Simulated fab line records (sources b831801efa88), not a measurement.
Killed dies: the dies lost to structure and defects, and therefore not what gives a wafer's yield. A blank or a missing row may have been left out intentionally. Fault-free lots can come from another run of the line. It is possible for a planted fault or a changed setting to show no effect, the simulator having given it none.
fab line records	flow sky130
record lots=7	wafers=21	last-day=52
route steps=708 shown LI_CONTACT@371 PAD_OPEN@708
lots that met no fault: taken from a fault-free run of the same line
start-h: hours from the record's first day to the start of the lot's first wafer shown	wait-h: hours since the lot's step before	" as in the row above	L1.1+2: several wafers, shown together as one row	- value missing, or start not given	* or withheld: withheld	< > ~ a bound
route shown NAME@n: NAME is a module with steps in the file, n the number in the route of the first one	usual: mean and standard deviation over wafers with no fault	same: alike in all rows	chamber/n: place in a boat	sites: per-site readings	_std_site: how widely they spread, as a standard deviation	_edge_site: outer sites' mean less inner sites'	radius-mm: how far each site lies from the wafer's centre	mask NAME#n: copy n	behind: the last tool/chamber to shape the wafer	hold: why the lot was held/for how many hours/how that ended	device: transistor that didn't switch, given as n, p or np	end of line: the tests these same wafers got at the end of their route	a step without rows: its recipe alone	killed: the dies lost at the first sort to structure and to defects; this is not the yield of the wafer	map: shows each die of a wafer: x if killed, . if not, _ if none is there
set.NAME: the setting as run; set.NAME@STEP: as run at that earlier step	model.NAME: the simulator's own value behind a step, which no gauge read
a table for each step, a row for each wafer; lots at some steps of the route
services: a tool's chamber out of use, with start hour (start-h, from the record's first day; less than 0 if before it), hours out, and reason
## steps
# step SKY_LI_CONTACT_EXPOSE_09
# recipe mask-id=LICM1	na=0.8	source-shape=annular	sigma-inner=0.55	sigma-outer=0.85	target-cd-nm=170	dose-mj=38
# step SKY_LI_CONTACT_PEB_10
# recipe peb-temp-c=withheld	peb-time-s=withheld	resist=KrF-thick
# step SKY_LI_CONTACT_DEVELOP_11
# recipe develop-time-s=60	resist=KrF-thick	dev-temp-c=21
# step SKY_LI_CONTACT_CD_MEAS_12
# recipe target-cd-nm=170
# usual cd-nm=169.8/1.3
lot.wafer	tool	chamber	start-h	wait-h	cd-nm
L533.2	cd-sem-02	-	674.95	-	169.9
L533.4	"	-	"	"	170.9
L533.5	"	-	"	"	170.2
L538.3	cd-sem-02	-	714.63	-	168.4
L538.4	"	-	"	"	168.8
L538.6	"	-	"	"	168.8
L540.2	cd-sem-02	-	734.61	-	170.2
L540.4	"	-	"	"	170.1
L540.5	"	-	"	"	167.8
L541.1	cd-sem-02	-	928.04	-	170.2
L541.3	"	-	"	"	170.3
L541.5	"	-	"	"	169.6
L542.1	cd-sem-01	-	929.79	-	170.7
L542.3	"	-	"	"	168.9
L542.5	"	-	"	"	169.9
L545.1	cd-sem-02	-	931.44	-	168.1
L545.3	"	-	"	"	168.7
L545.5	"	-	"	"	168.9
L546.1	cd-sem-02	-	933.46	-	171.0
L546.4	"	-	"	"	171.1
L546.6	"	-	"	"	173.4
# step SKY_LI_CONTACT_OVL_MEAS_13
# usual LI_CONTACT_OVL=3/5.7
lot.wafer	tool	chamber	start-h	wait-h	LI_CONTACT_OVL[nm]
L533.2	overlay-01	-	675.06	0.1	-6
L533.4	"	-	"	"	2
L533.5	"	-	"	"	0
L538.3	overlay-01	-	714.72	0.1	9
L538.4	"	-	"	"	19
L538.6	"	-	"	"	10
L540.2	overlay-02	-	734.71	0.1	-3
L540.4	"	-	"	"	7
L540.5	"	-	"	"	1
L541.1	overlay-01	-	928.16	0.1	8
L541.3	"	-	"	"	4
L541.5	"	-	"	"	9
L542.1	overlay-02	-	929.91	0.1	2
L542.3	"	-	"	"	5
L542.5	"	-	"	"	-3
L545.1	overlay-01	-	931.56	0.1	-6
L545.3	"	-	"	"	-8
L545.5	"	-	"	"	-11
L546.1	overlay-01	-	933.58	0.1	1
L546.4	"	-	"	"	7
L546.6	"	-	"	"	3
# step SKY_LI_CONTACT_ETCH_14
# recipe chemistry=N2/H2	target=BARC	ion-energy-ev=200	source-w=500	bias-w=100	pressure-mtorr=30	n2-flow-sccm=100	h2-flow-sccm=200	stop-on=SiO2	time-s=45.9	target-depth-a=600
# usual chamber-pressure-mTorr=29.998/0.026	drypump-motor-current-A=6.0/0.65	oes-product-au=0.855/0.0049	throttle-valve-pct=13.226/0.0087
lot.wafer	tool	chamber	start-h	wait-h	chamber-pressure-mTorr	drypump-motor-current-A	oes-product-au	rf-hours-counter-h	throttle-valve-pct
L533.2	rie-diel-04	0	675.09	0.0	29.980	6.4	0.858	3	13.238
L533.4	"	1	"	"	29.993	6.4	0.855	16	13.232
L533.5	"	3	"	"	29.984	5.8	0.853	-	13.219
L538.3	rie-diel-02	0	714.74	0.0	30.033	6.6	0.853	5	13.222
L538.4	"	1	"	"	30.004	5.2	0.849	4	13.221
L538.6	"	0	"	"	29.983	6.6	0.857	-	13.222
L540.2	rie-diel-01	0	734.74	0.0	30.010	5.3	0.856	20	13.214
L540.4	"	3	"	"	29.993	4.7	0.853	11	13.226
L540.5	"	2	"	"	30.029	6.5	0.858	-	13.219
L541.1	rie-diel-01	2	928.19	0.0	29.961	6.5	0.853	4	13.218
L541.3	"	1	"	"	29.973	6.1	0.857	20	13.224
L541.5	"	1	"	"	29.998	6.1	0.857	-	13.227
L542.1	rie-diel-04	3	929.94	0.0	30.068	5.8	0.849	17	13.221
L542.3	"	2	"	"	30.006	5.2	0.843	2	13.226
L542.5	"	3	"	"	29.991	5.8	0.851	-	13.238
L545.1	rie-diel-02	0	931.59	0.0	30.015	6.7	0.872	12	13.234
L545.3	"	1	"	"	30.008	5.2	0.863	11	13.223
L545.5	"	2	"	"	29.935	6.5	0.853	-	13.212
L546.1	rie-diel-04	3	933.62	0.0	30.034	5.8	0.850	18	13.212
L546.4	"	2	"	"	30.000	5.2	0.854	-	13.239
L546.6	"	0	"	"	29.972	6.5	0.851	-	13.206
# step SKY_LI_CONTACT_ETCH_15
# recipe target=PSG	chemistry=C4F8/O2/Ar	stop-on=Si	taper-deg=4.15	mask-material=KrF-thick	source-w=1500	bias-w=1200	pressure-mtorr=40	c4f8-flow-sccm=withheld	O2_flow_sccm=6	Ar_flow_sccm=300	time-s=withheld	target-depth-a=6000
# usual chamber-pressure-mTorr=40.00/0.039	oes-product-au=0.836/0.0046
lot.wafer	tool	chamber	start-h	wait-h	chamber-pressure-mTorr	oes-product-au
L533.2	rie-diel-04	0	675.13	0.0	39.95	0.826
L533.4	"	1	"	"	39.98	0.839
L533.5	"	3	"	"	39.98	0.830
L538.3	rie-diel-02	0	714.79	0.0	40.02	0.837
L538.4	"	1	"	"	39.95	0.838
L538.6	"	0	"	"	40.01	0.834
L540.2	rie-diel-01	0	734.79	0.0	39.97	0.837
L540.4	"	3	"	"	40.00	0.834
L540.5	"	2	"	"	40.00	0.834
L541.1	rie-diel-01	2	928.24	0.0	40.04	0.842
L541.3	"	1	"	"	39.94	0.826
L541.5	"	1	"	"	40.06	0.836
L542.1	rie-diel-04	3	929.99	0.0	39.95	0.839
L542.3	"	2	"	"	40.08	0.834
L542.5	"	3	"	"	39.95	0.839
L545.1	rie-diel-02	0	931.64	0.0	40.01	0.833
L545.3	"	1	"	"	39.97	0.829
L545.5	"	2	"	"	40.02	0.841
L546.1	rie-diel-04	3	933.66	0.0	40.00	0.837
L546.4	"	2	"	"	39.95	0.832
L546.6	"	0	"	"	40.04	0.843
# step SKY_LI_CONTACT_STRIP_16
# recipe chemistry=O2/N2	power-w=1400	pressure-mtorr=1500	platen-temp-c=withheld	o2-flow-sccm=3000	n2-flow-sccm=300	overash-fraction=0.5
# usual chamber-pressure-mTorr=1500.1/1.4	drypump-motor-current-A=5.9/0.31	oes-product-au=0.376/0.005	strip-time-to-endpoint-s=3.50/0.033
lot.wafer	tool	chamber	start-h	wait-h	chamber-pressure-mTorr	drypump-motor-current-A	oes-product-au	rf-hours-counter-h	strip-time-to-endpoint-s
L533.2	plasma-asher-03	0	675.22	-	1500.7	5.8	0.365	85	3.45
L533.4	"	0	"	"	1500.9	5.8	0.379	-	3.42
L533.5	"	1	"	"	1499.2	6.2	0.381	-	3.48
L538.3	plasma-asher-01	1	714.90	-	1499.7	6.0	0.374	-	3.51
L538.4	"	0	"	"	1501.8	5.3	0.375	-	3.47
L538.6	"	0	"	"	1501.6	5.2	0.375	-	3.51
L540.2	plasma-asher-01	0	734.87	-	1499.4	5.3	0.382	55	3.57
L540.4	"	1	"	"	1501.4	6.1	0.382	-	3.53
L540.5	"	1	"	"	1499.5	6.1	0.377	-	3.48
L541.1	plasma-asher-01	1	928.32	-	1501.3	6.0	0.375	75	3.47
L541.3	"	1	"	"	1499.9	6.1	0.379	-	3.52
L541.5	"	0	"	"	1501.0	5.3	0.370	-	3.53
L542.1	plasma-asher-02	0	930.07	-	1499.6	6.0	0.383	49	3.49
L542.3	"	1	"	"	1501.0	5.9	0.381	-	3.52
L542.5	"	1	"	"	1499.6	6.0	0.378	-	3.49
L545.1	plasma-asher-02	0	931.72	-	1500.6	6.0	0.374	50	3.49
L545.3	"	0	"	"	1501.2	6.0	0.381	-	3.52
L545.5	"	0	"	"	1500.1	6.0	0.380	-	3.51
L546.1	plasma-asher-01	1	933.75	-	1500.3	6.1	0.374	76	3.49
L546.4	"	0	"	"	1500.0	5.2	0.379	-	3.53
L546.6	"	0	"	"	1499.2	5.2	0.378	-	3.50
# step SKY_LI_CONTACT_CLEAN_17
# recipe chemistry=NMP	time-s=600	temp-c=60	dry=n2-spin
# step SKY_LI_CONTACT_PRE_CLEAN_18
# recipe gas=Ar	time-s=5.6	bias-v=358
# step SKY_LI_CONTACT_SPUTTER_19
# recipe material=Ti	target-thk-nm=20	chamber-pressure-pa=5	power-w=2500	substrate-temp-c=200	time-s=106.37
# usual throttle-valve-pct=29.6/1.3
lot.wafer	tool	chamber	start-h	wait-h	throttle-valve-pct
L533.2	pvd-sputter-04	-	675.51	0.0	28.3
L533.4	"	-	"	"	28.1
L533.5	"	-	"	"	29.1
L538.3	pvd-sputter-01	-	715.17	0.0	31.3
L538.4	"	-	"	"	28.3
L538.6	"	-	"	"	30.9
L540.2	pvd-sputter-04	-	735.17	0.0	29.2
L540.4	"	-	"	"	28.2
L540.5	"	-	"	"	29.0
L541.1	pvd-sputter-01	-	928.63	0.0	31.3
L541.3	"	-	"	"	28.1
L541.5	"	-	"	"	30.5
L542.1	pvd-sputter-01	-	930.38	0.0	28.3
L542.3	"	-	"	"	31.2
L542.5	"	-	"	"	29.2
L545.1	pvd-sputter-01	-	932.03	0.0	29.3
L545.3	"	-	"	"	28.3
L545.5	"	-	"	"	29.1
L546.1	pvd-sputter-03	-	934.06	0.0	30.0
L546.4	"	-	"	"	29.1
L546.6	"	-	"	"	29.4
# step SKY_LI_CONTACT_SPUTTER_20
# recipe material=TiN	target-thk-nm=20	chamber-pressure-pa=5	power-w=4000	time-s=80
# usual throttle-valve-pct=29.6/1.3
lot.wafer	tool	chamber	start-h	wait-h	throttle-valve-pct
L533.2	pvd-sputter-04	-	675.59	0.0	28.0
L533.4	"	-	"	"	28.1
L533.5	"	-	"	"	28.9
L538.3	pvd-sputter-01	-	715.24	0.0	31.3
L538.4	"	-	"	"	28.3
L538.6	"	-	"	"	30.7
L540.2	pvd-sputter-04	-	735.24	0.0	28.9
L540.4	"	-	"	"	28.2
L540.5	"	-	"	"	28.8
L541.1	pvd-sputter-01	-	928.71	0.0	31.4
L541.3	"	-	"	"	28.0
L541.5	"	-	"	"	30.7
L542.1	pvd-sputter-01	-	930.46	0.0	28.6
L542.3	"	-	"	"	31.5
L542.5	"	-	"	"	29.2
L545.1	pvd-sputter-01	-	932.11	0.0	29.5
L545.3	"	-	"	"	28.5
L545.5	"	-	"	"	29.2
L546.1	pvd-sputter-03	-	934.13	0.0	29.8
L546.4	"	-	"	"	29.2
L546.6	"	-	"	"	29.2
# step SKY_LI_CONTACT_CVD_21
# recipe material=W	target-thk-nm=400	time-s=120.56	temp-c=400	pressure-torr=40
# usual chamber-pressure-Torr=39.99/0.077	heater-power-outer-w=504/48	heater-power-w=822/51
lot.wafer	tool	chamber	start-h	wait-h	chamber-pressure-Torr	heater-power-outer-w	heater-power-w
L533.2	cvd-w-01	0	675.65	0.0	39.94	466	757
L533.4	"	0	"	"	40.03	454	765
L533.5	"	0	"	"	39.88	456	784
L538.3	cvd-w-01	0	715.34	0.1	39.85	459	791
L538.4	"	1	"	"	40.03	505	855
L538.6	"	0	"	"	40.01	452	772
L540.2	cvd-w-01	0	735.30	0.0	-	-	-
L540.4	"	0	"	"	-	-	-
L540.5	"	0	"	"	-	-	-
L541.1	cvd-w-01	1	928.77	0.0	-	-	-
L541.3	"	0	"	"	-	-	-
L541.5	"	1	"	"	-	-	-
L542.1	cvd-w-01	1	930.52	0.0	-	-	-
L542.3	"	1	"	"	-	-	-
L542.5	"	1	"	"	-	-	-
L545.1	cvd-w-01	0	932.17	0.0	40.12	422	722
L545.3	"	1	"	"	40.04	540	866
L545.5	"	1	"	"	40.00	527	856
L546.1	cvd-w-02	1	934.19	0.0	40.06	561	867
L546.4	"	0	"	"	40.09	499	791
L546.6	"	0	"	"	40.19	495	821
# step SKY_LI_CONTACT_RS_MEAS_22
# recipe thk-meas-gauge=four-point-probe	reads=W_of_LI_CONTACT_CVD_21+TiN_of_LI_CONTACT_SPUTTER_20+Ti_of_LI_CONTACT_SPUTTER_19
# usual LI_CONTACT_W_RS=0.285/0.0037
lot.wafer	tool	chamber	start-h	wait-h	LI_CONTACT_W_RS[ohm/sq]
L533.2	film-metro-04	-	675.80	0.1	0.286
L533.4	"	-	"	"	0.287
L533.5	"	-	"	"	0.282
L538.3	film-metro-01	-	715.47	0.1	0.285
L538.4	"	-	"	"	0.287
L538.6	"	-	"	"	0.287
L540.2	film-metro-02	-	735.45	0.1	25.519
L540.4	"	-	"	"	25.237
L540.5	"	-	"	"	25.548
L541.1	film-metro-04	-	928.90	0.1	25.627
L541.3	"	-	"	"	25.231
L541.5	"	-	"	"	25.532
L542.1	film-metro-02	-	930.65	0.1	25.121
L542.3	"	-	"	"	25.760
L542.5	"	-	"	"	25.490
L545.1	film-metro-04	-	932.30	0.1	0.280
L545.3	"	-	"	"	0.285
L545.5	"	-	"	"	0.284
L546.1	film-metro-04	-	934.32	0.1	0.288
L546.4	"	-	"	"	0.288
L546.6	"	-	"	"	0.286
# step SKY_LI_CONTACT_THK_MEAS_23
# recipe thk-meas-gauge=xrf	reads=W_of_LI_CONTACT_CVD_21
# usual LI_CONTACT_W_THK=388/5.7
lot.wafer	tool	chamber	start-h	wait-h	LI_CONTACT_W_THK[nm]
L533.2	film-metro-04	-	675.91	0.1	388
L533.4	"	-	"	"	387
L533.5	"	-	"	"	392
L538.3	film-metro-01	-	715.57	0.1	385
L538.4	"	-	"	"	382
L538.6	"	-	"	"	381
L540.2	film-metro-02	-	735.56	0.1	<0
L540.4	"	-	"	"	-
L540.5	"	-	"	"	<0
L541.1	film-metro-04	-	929.02	0.1	-
L541.3	"	-	"	"	<0
L541.5	"	-	"	"	<0
L542.1	film-metro-02	-	930.77	0.1	<0
L542.3	"	-	"	"	<0
L542.5	"	-	"	"	-
L545.1	film-metro-04	-	932.42	0.1	399
L545.3	"	-	"	"	391
L545.5	"	-	"	"	391
L546.1	film-metro-04	-	934.44	0.1	385
L546.4	"	-	"	"	385
L546.6	"	-	"	"	389
# step SKY_LI_CONTACT_CMP_24
# recipe stop-on=PSG	t-overpolish-s=20	down-force-psi=3.5	platen-rpm=60	target-thk-nm=0	pad-velocity-m-s=0.94248
# usual motor-current-A=10.8/0.86	platen-rpm=59.99/0.037	time-to-endpoint-s=94/3.4
lot.wafer	tool	chamber	start-h	wait-h	motor-current-A	platen-rpm	time-to-endpoint-s
L533.2	cmp-02	1	676.01	0.1	10.0	59.95	97
L533.4	"	2	"	"	12.2	59.97	89
L533.5	"	0	"	"	10.7	59.96	96
L538.4	cmp-02	2	715.66	0.1	12.2	60.02	95
L538.3	"	3	"	"	10.8	59.96	94
L538.6	"	1	"	"	10.1	60.00	98
L540.4	cmp-01	3	735.61	0.0	11.3	59.96	7
L540.2	"	2	"	"	10.6	60.10	8
L540.5	"	0	"	"	9.6	59.95	9
L541.1	cmp-01	0	929.13	0.1	9.5	60.01	5
L541.3	"	2	"	"	10.6	59.96	4
L541.5	"	3	"	"	11.3	59.98	2
L542.1	cmp-02	0	930.83	0.1	11.3	60.00	1
L542.3	"	3	"	"	10.5	59.97	4
L542.5	"	1	"	"	9.3	60.03	3
L545.1	cmp-02	2	932.58	0.1	12.6	59.91	97
L545.3	"	3	"	"	11.2	59.98	94
L545.5	"	0	"	"	10.8	60.07	91
L546.4	cmp-02	0	934.50	0.0	11.0	59.96	91
L546.1	"	2	"	"	11.8	60.01	91
L546.6	"	0	"	"	10.6	60.00	92
# step SKY_PAD_OPEN_PROBE_99
# usual killed_at_M0_to_M3=43/7	killed_at_M4_up=2.7/1.6	killed-at-contacts=24/5.3	killed-at-front-end=16/4.6	killed-at-other=0.3/0.53	killed-dies=86/9.3	killed-on-rim=17/4	killed-open=47/6.9	killed-short=38/6.1
# same gross-dies=492	killed-at-back-side=0
lot.wafer	tool	chamber	start-h	wait-h	killed_at_M0_to_M3	killed_at_M4_up	killed-at-contacts	killed-at-front-end	killed-at-other	killed-dies	killed-on-rim	killed-open	killed-short
L540.2	prober-02	-	1116.76	0.1	51	3	421	17	0	492	96	57	39
L540.4	prober-02	-	1116.86	0.2	54	3	417	18	0	492	96	45	51
L540.5	prober-02	-	1116.91	0.2	36	1	435	20	0	492	96	51	33
L541.1	prober-02	-	1240.62	0.1	48	6	420	17	1	492	96	62	39
L541.3	prober-02	-	1240.72	0.2	42	4	427	19	0	492	96	45	34
L541.5	prober-02	-	1240.82	0.2	51	2	429	10	0	492	96	54	40
L542.1	prober-02	-	1241.26	0.1	37	0	429	25	1	492	96	48	35
L542.3	prober-02	-	1241.36	0.2	26	1	444	21	0	492	96	38	36
L542.5	prober-02	-	1241.46	0.2	46	7	426	12	1	492	96	48	38
L545.1	prober-02	-	1242.12	0.1	52	4	28	21	0	105	19	50	55
L545.3	prober-02	-	1242.22	0.2	36	4	25	15	0	80	19	43	35
L545.5	prober-02	-	1242.32	0.2	41	1	28	9	0	79	17	45	34
L546.1	prober-02	-	1243.06	0.4	54	2	27	18	1	102	18	43	59
L546.4	prober-02	-	1243.21	0.5	40	4	20	22	1	87	10	43	44
L546.6	prober-02	-	1243.31	0.6	47	2	21	20	1	91	14	55	36
# killed by level:class
L540.2 LI_CONTACT:area-cvd=395 VIA1:geometric-particle:open=15 CONTACT:geometric-particle:open=13 VIA2:geometric-particle:open=8 LI_CONTACT:geometric-particle:open=6 METAL1:geometric-particle:short=6 VIA1:geometric-particle:short=6 FIELD_ISO:geometric-particle:short=4
L540.4 LI_CONTACT:area-cvd=396 VIA1:geometric-particle:short=12 VIA1:geometric-particle:open=10 VIA2:geometric-particle:open=10 FIELD_ISO:geometric-particle:short=8 LOCAL_INTERCONNECT:geometric-particle:short=5 VIA3:geometric-particle:open=5 LI_CONTACT:geometric-particle:open=4
L540.5 LI_CONTACT:area-cvd=408 CONTACT:geometric-particle:open=13 VIA1:geometric-particle:open=13 LI_CONTACT:geometric-particle:open=6 POLY_GATE:geometric-particle:short=5 LOCAL_INTERCONNECT:geometric-particle:short=5 POLY_GATE:geometric-particle:open=4 VIA2:geometric-particle:open=4
L541.1 LI_CONTACT:area-cvd=391 VIA1:geometric-particle:open=12 CONTACT:geometric-particle:open=11 LI_CONTACT:geometric-particle:open=10 VIA2:geometric-particle:open=7 METAL1:geometric-particle:short=6 VIA1:geometric-particle:short=6 VIA3:geometric-particle:open=6
L541.3 LI_CONTACT:area-cvd=413 VIA1:geometric-particle:open=10 LI_CONTACT:geometric-particle:open=8 FIELD_ISO:geometric-particle:open=6 POLY_GATE:geometric-particle:short=6 VIA3:geometric-particle:open=6 METAL2:geometric-particle:short=5 METAL1:geometric-particle:short=5
L541.5 LI_CONTACT:area-cvd=398 LI_CONTACT:geometric-particle:open=12 VIA1:geometric-particle:open=11 CONTACT:geometric-particle:open=9 METAL1:geometric-particle:short=8 LI_CONTACT:geometric-particle:short=6 METAL2:geometric-particle:short=6 VIA3:geometric-particle:open=5
L542.1 LI_CONTACT:area-cvd=408 VIA1:geometric-particle:open=9 LI_CONTACT:geometric-particle:open=8 VIA3:geometric-particle:open=6 FIELD_ISO:geometric-particle:short=5 POLY_GATE:geometric-particle:short=5 POLY_GATE:geometric-particle:open=5 CONTACT:geometric-particle:short=5
L542.3 LI_CONTACT:area-cvd=418 CONTACT:geometric-particle:open=9 POLY_GATE:geometric-particle:short=6 LI_CONTACT:geometric-particle:short=6 VIA1:geometric-particle:open=6 FIELD_ISO:geometric-particle:short=5 CONTACT:geometric-particle:short=5 VIA3:geometric-particle:open=5
L542.5 LI_CONTACT:area-cvd=406 VIA3:geometric-particle:open=16 METAL1:geometric-particle:short=10 LI_CONTACT:geometric-particle:open=6 CONTACT:geometric-particle:open=6 VIA2:geometric-particle:open=5 POLY_GATE:geometric-particle:short=4 METAL4:geometric-particle:open=4
L545.1 LI_CONTACT:geometric-particle:open=12 METAL1:geometric-particle:short=10 VIA3:geometric-particle:open=10 FIELD_ISO:geometric-particle:open=6 POLY_GATE:geometric-particle:short=6 POLY_GATE:geometric-particle:open=5 CONTACT:geometric-particle:open=5 METAL2:geometric-particle:short=5
L545.3 VIA1:geometric-particle:open=8 LI_CONTACT:geometric-particle:open=7 CONTACT:geometric-particle:open=6 LI_CONTACT:geometric-particle:short=5 VIA2:geometric-particle:short=5 VIA2:geometric-particle:open=5 FIELD_ISO:geometric-particle:open=4 LOCAL_INTERCONNECT:geometric-particle:short=4
L545.5 CONTACT:geometric-particle:open=10 VIA1:geometric-particle:open=8 METAL1:geometric-particle:short=7 VIA3:geometric-particle:open=7 LI_CONTACT:geometric-particle:open=5 LOCAL_INTERCONNECT:geometric-particle:short=5 LI_CONTACT:geometric-particle:short=4 VIA2:geometric-particle:open=4
L546.1 CONTACT:geometric-particle:open=15 VIA1:geometric-particle:open=12 METAL2:geometric-particle:short=10 FIELD_ISO:geometric-particle:short=7 VIA1:geometric-particle:short=6 LOCAL_INTERCONNECT:geometric-particle:short=5 VIA3:geometric-particle:short=5 METAL3:geometric-particle:short=5
L546.4 VIA1:geometric-particle:open=10 CONTACT:geometric-particle:open=9 FIELD_ISO:geometric-particle:short=6 VIA2:geometric-particle:open=6 POLY_GATE:geometric-particle:short=5 FIELD_ISO:geometric-particle:open=4 METAL2:geometric-particle:short=4 METAL4:geometric-particle:short=4
L546.6 CONTACT:geometric-particle:open=13 VIA1:geometric-particle:open=13 METAL2:geometric-particle:short=13 VIA2:geometric-particle:open=8 FIELD_ISO:geometric-particle:open=6 POLY_GATE:geometric-particle:short=5 VIA3:geometric-particle:open=4 LOCAL_INTERCONNECT:geometric-particle:short=3
# map L540.2 (x killed, . not)
__________xxxxxxxxxx_________
________xxxxxxxxxxxxxx_______
______xxxxxxxxxxxxxxxxxx_____
_____xxxxxxxxxxxxxxxxxxxx____
____xxxxxxxxxxxxxxxxxxxxxx___
___xxxxxxxxxxxxxxxxxxxxxxxx__
__xxxxxxxxxxxxxxxxxxxxxxxxxx_
_xxxxxxxxxxxxxxxxxxxxxxxxxxxx
_xxxxxxxxxxxxxxxxxxxxxxxxxxxx
_xxxxxxxxxxxxxxxxxxxxxxxxxxxx
_xxxxxxxxxxxxxxxxxxxxxxxxxxxx
_xxxxxxxxxxxxxxxxxxxxxxxxxxxx
_xxxxxxxxxxxxxxxxxxxxxxxxxxxx
_xxxxxxxxxxxxxxxxxxxxxxxxxxxx
_xxxxxxxxxxxxxxxxxxxxxxxxxxxx
__xxxxxxxxxxxxxxxxxxxxxxxxxx_
___xxxxxxxxxxxxxxxxxxxxxxxx__
____xxxxxxxxxxxxxxxxxxxxxx___
_____xxxxxxxxxxxxxxxxxxxx____
______xxxxxxxxxxxxxxxxxx_____
________xxxxxxxxxxxxxx_______
__________xxxxxxxxxx_________
# map L541.1 (x killed, . not)
__________xxxxxxxxxx_________
________xxxxxxxxxxxxxx_______
______xxxxxxxxxxxxxxxxxx_____
_____xxxxxxxxxxxxxxxxxxxx____
____xxxxxxxxxxxxxxxxxxxxxx___
___xxxxxxxxxxxxxxxxxxxxxxxx__
__xxxxxxxxxxxxxxxxxxxxxxxxxx_
_xxxxxxxxxxxxxxxxxxxxxxxxxxxx
_xxxxxxxxxxxxxxxxxxxxxxxxxxxx
_xxxxxxxxxxxxxxxxxxxxxxxxxxxx
_xxxxxxxxxxxxxxxxxxxxxxxxxxxx
_xxxxxxxxxxxxxxxxxxxxxxxxxxxx
_xxxxxxxxxxxxxxxxxxxxxxxxxxxx
_xxxxxxxxxxxxxxxxxxxxxxxxxxxx
_xxxxxxxxxxxxxxxxxxxxxxxxxxxx
__xxxxxxxxxxxxxxxxxxxxxxxxxx_
___xxxxxxxxxxxxxxxxxxxxxxxx__
____xxxxxxxxxxxxxxxxxxxxxx___
_____xxxxxxxxxxxxxxxxxxxx____
______xxxxxxxxxxxxxxxxxx_____
________xxxxxxxxxxxxxx_______
__________xxxxxxxxxx_________
## services
tool	chamber	start-h	hours	kind
pvd-sputter-01	-	655.29	3.6	repair
rie-diel-04	2	661.07	4.5	repair
pvd-sputter-01	-	666.87	0.5	repair
pvd-sputter-04	-	676.88	4.2	repair
pvd-sputter-04	-	677.80	2.1	repair
rie-diel-01	3	682.73	8.8	repair
rie-diel-01	1	687.56	4.3	repair
rie-diel-02	-	693.98	0.3	repair
pvd-sputter-04	-	701.74	1.7	repair
rie-diel-02	2	706.00	7.6	repair
pvd-sputter-04	-	716.01	3.4	repair
rie-diel-02	1	742.57	5.3	repair
cmp-02	-	744.11	4.0	pm
pvd-sputter-01	-	766.60	15.7	repair
rie-diel-02	1	770.07	4.7	repair
rie-diel-02	2	772.34	3.8	repair
cvd-w-01	-	820.61	0.6	repair
rie-diel-04	2	831.35	3.2	repair
cmp-02	-	852.25	0.3	repair
rie-diel-01	3	854.52	3.5	repair
plasma-asher-01	-	870.36	0.9	repair
cvd-w-01	-	879.87	0.5	repair
cmp-02	-	899.48	7.5	pm
cvd-w-01	-	904.00	14.0	pm
## key
first-sign step=SKY_LI_CONTACT_CVD_21	reading=tool-record	direction=missing
effect step=SKY_LI_CONTACT_RS_MEAS_22	reading=LI_CONTACT_W_RS	direction=up	sigmas=99+	usual=0.285	struck=25.452
effect step=SKY_LI_CONTACT_THK_MEAS_23	reading=LI_CONTACT_W_THK	direction=down	sigmas=68	usual=388	struck=<0
effect step=SKY_LI_CONTACT_CMP_24	reading=time-to-endpoint-s	direction=down	sigmas=26	usual=*	struck=*
effect step=SKY_PAD_OPEN_PROBE_99	reading=killed-at-contacts	direction=up	sigmas=76	usual=24	struck=428
more-kills-born-at SKY_LI_CONTACT_CVD_21@cvd-w-01=3625
met-at SKY_LI_CONTACT_CVD_21
struck-wafers L540.2,L540.4,L540.5,L541.1,L541.3,L541.5,L542.1,L542.3,L542.5
later-rows-left-out L540.2,L540.4,L540.5,L541.1,L541.3,L541.5,L542.1,L542.3,L542.5
tester-left-out L540,L541,L542
onset-between 715.34 735.30
fault kind=skipped-step-whole	tool=cvd-w-01	chamber=-	onset-h=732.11	steps=SKY_LI_CONTACT_CVD_21	scope=struck-lots-only
# tester-left-out: of these lots the tester's yield and bins aren't shown, on N5 and GAA mostly nor the transistor test; their killed dies are dies lost to structure and defects alone, not to doping, threshold or leakage, so they don't give the yield
# later-rows-left-out: the simulator's readings of these wafers behind a module that went badly wrong aren't trusted and aren't shown, but for the sort
